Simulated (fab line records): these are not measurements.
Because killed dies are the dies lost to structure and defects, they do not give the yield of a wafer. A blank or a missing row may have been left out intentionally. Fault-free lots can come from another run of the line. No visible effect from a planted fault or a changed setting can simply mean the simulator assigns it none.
Chamber matching + flow sky130 + SKY_SONOS_ONO_ETCH_15 on rie diel-04: 4 sister chambers
The step etches the open film in CHF3/O2, target depth 19.52 nm, time 7.8 s. 8 wafers are shown with their chamber, then 8 later ones without.

== WAFERS, EACH WITH ITS CHAMBER ==
| wafer  | chamber | oes product au (a.u.) | throttle valve pct (%) |
|--------|---------|-----------------------|------------------------|
| L597.2 | 3       | 0.996                 | 8.832                  |
| L598.3 | 3       | 1.007                 | 8.801                  |
| L604.3 | 2       | 0.978                 | 8.812                  |
| L604.6 | 0       | 0.998                 | 8.830                  |
| L606.1 | 1       | 0.992                 | 8.822                  |
| L606.3 | 0       | 1.004                 | 8.834                  |
| L606.4 | 2       | 1.000                 | 8.819                  |
| L611.1 | 1       | 0.984                 | 8.836                  |

== WAFERS WITH NO CHAMBER GIVEN ==
| wafer  | oes product au (a.u.) | throttle valve pct (%) |
|--------|-----------------------|------------------------|
| L611.4 | 0.999                 | 8.832                  |
| L611.6 | 0.982                 | 8.814                  |
| L616.1 | 0.987                 | 8.835                  |
| L616.4 | 0.990                 | 8.813                  |
| L616.5 | 0.980                 | 8.812                  |
| L617.1 | 0.987                 | 8.822                  |
| L617.2 | 1.008                 | 8.825                  |
| L617.5 | 1.008                 | 8.829                  |

== THE CHAMBER EACH PASSED THROUGH ==
| wafer  | from the rows above               | in truth |
|--------|-----------------------------------|----------|
| L611.4 | can't be placed: 0 or 1 or 3 or 2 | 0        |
| L611.6 | can't be placed: 2 or 1 or 3 or 0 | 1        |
| L616.1 | can't be placed: 1 or 0 or 2 or 3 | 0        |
| L616.4 | can't be placed: 2 or 3 or 1 or 0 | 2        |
| L616.5 | can't be placed: 2 or 1 or 3 or 0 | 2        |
| L617.1 | can't be placed: 2 or 1 or 3 or 0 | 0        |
| L617.2 | can't be placed: 0 or 3 or 1 or 2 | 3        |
| L617.5 | can't be placed: 0 or 3 or 1 or 2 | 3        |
Placed correctly: 0 of 8. Can't be placed from these rows: 8 (the true chamber is among the candidates in 8). Placed wrongly: 0.
How it was worked out, from the rows above alone: a wafer's distance from a chamber is the root of the sum, over the readings, of the square of ((its reading less the chamber's mean) divided by the reading's scatter). The wafer belongs to the nearest chamber; if the next one is less than 2 further off, it can't be placed. The mean given for a chamber averages the wafers shown for that chamber. How the scatter is found: for the shown wafers, subtract from each reading the mean of its chamber, square and add these, divide the total by (wafers less chambers), then take the root.
